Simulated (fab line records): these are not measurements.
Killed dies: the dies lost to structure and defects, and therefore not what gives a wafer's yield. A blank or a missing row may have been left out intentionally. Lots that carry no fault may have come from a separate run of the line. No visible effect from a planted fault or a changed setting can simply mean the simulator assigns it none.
2 desks looking at one fault ; flow gf180mcu ; what lay behind the numbers comes last; until then each desk has only its own

== AT THE METROLOGY DESK ==
What the gauges read for every lot (on any tool): the sampled wafers with a number, averaged. Marked OUT: a lot whose mean sits more than 4 standard deviations from the usual mean, which makes it out of limits; the brackets give that distance.
Columns: A = M4_ALCU_THK at GF_M4_THK_MEAS_06, usual 447 nm; B = cd-nm at GF_M4_CD_MEAS_14, usual 279.9 nm; C = V4_BOW at GF_V4_BOW_MEAS_05, usual 136 um
lot;first seen here;A;B;C
L136;day 22 20:59;444;279.9;136
L137;day 23 03:56;451;279.5;140
L138;day 23 12:33;446;280.8;137
L140;day 23 21:31;447;280.2;128
L143;day 25 02:01;441;281.4;137
L144;day 25 16:04;446;279.0;143
L145;day 25 22:35;448;275.9;150
L149;day 27 01:24;448;276.5;135
L155;day 29 01:47;443;280.8;141
L156;day 29 20:12;449;278.5;123
L157;day 29 20:56;451;281.2;147
L158;day 30 08:44;443;279.3;132
This desk found nothing out of limits on any of the 12 lots.

== THE TOOL OWNER'S DESK: litho-track-01 ==
The tool's own readings at GF_M4_COAT_09 (resist thk 1000 nm): means of the sampled wafers that have a number, for each lot that ran on this tool. Marked OUT: a lot whose mean sits more than 4 standard deviations from the usual mean, which makes it out of limits; the brackets give that distance.
Columns: A = chill-plate-temp-C at GF_M4_COAT_09, usual 23.02 C
lot;first seen here;A
L136;day 23 07:54;22.98
L140;day 24 07:48;23.01
L143;day 25 12:14;22.93
L144;day 26 02:15;23.03
L145;day 26 08:29;22.96
L149;day 27 10:53;23.02
L156;day 30 04:54;23.05
L158;day 30 17:24;23.17
This desk found nothing out of limits on any of the 8 lots.

== ALL TOGETHER ==
Nothing out of limits was seen by the metrology desk.
The desk of the tool owner found nothing out of limits.

== WHAT THE SIMULATOR HAD PUT IN ==
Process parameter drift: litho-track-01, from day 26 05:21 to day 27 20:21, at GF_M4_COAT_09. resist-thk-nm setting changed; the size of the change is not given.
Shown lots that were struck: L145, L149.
